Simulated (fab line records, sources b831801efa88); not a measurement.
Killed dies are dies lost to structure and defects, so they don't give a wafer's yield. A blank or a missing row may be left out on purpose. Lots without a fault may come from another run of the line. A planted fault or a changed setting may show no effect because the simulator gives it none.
One fault seen from 2 desks | flow sfq_line | each desk has only its own numbers; what lay behind them comes last

THE TOOL OWNER'S DESK: litho_track-03
The tool's own readings at SFQ_TRILAYER_I6_VIA_LITHO_DEVELOP_171 (time 60 s): means of the sampled wafers that have a number, for each lot that ran on this tool. A lot is out of limits, marked OUT, if its mean lies more than 4 standard deviations from the usual mean; the brackets give that distance.
Columns: A = chill_plate_temp_C at SFQ_TRILAYER_I6_VIA_LITHO_DEVELOP_171, usual 23.00 C; B = exhaust_pa at SFQ_TRILAYER_I6_VIA_LITHO_DEVELOP_171, usual 45.0 Pa
lot  | first seen here | A     | B
L663 | day 65 21:27    | 22.93 | 45.3
This desk's finding: nothing out of limits on the one lot.

THE METROLOGY DESK
What the gauges read, lot by lot, whatever tool the lot ran on: means of the sampled wafers that have a number. A lot is out of limits, marked OUT, if its mean lies more than 4 standard deviations from the usual mean; the brackets give that distance.
Columns: A = I6_BOW at SFQ_I6_BOW_MEAS_941, usual 10 um; B = I6_OVL at SFQ_I6_OVL_MEAS_942, usual -2 nm
lot  | first seen here | A  | B
L663 | day 65 17:47    | -3 | 6
L666 | day 66 02:48    | 9  | -11
L672 | day 68 10:26    | 0  | -
L673 | day 68 19:09    | -8 | -
L674 | day 68 19:29    | 8  | -
L678 | day 69 12:00    | 11 | 1
L685 | day 70 23:37    | 7  | -7
This desk's finding: nothing out of limits on any of the 7 lots.

PUT TOGETHER
The tool owner's desk saw nothing out of limits.
The metrology desk saw nothing out of limits.

WHAT THE SIMULATOR HAD PUT IN
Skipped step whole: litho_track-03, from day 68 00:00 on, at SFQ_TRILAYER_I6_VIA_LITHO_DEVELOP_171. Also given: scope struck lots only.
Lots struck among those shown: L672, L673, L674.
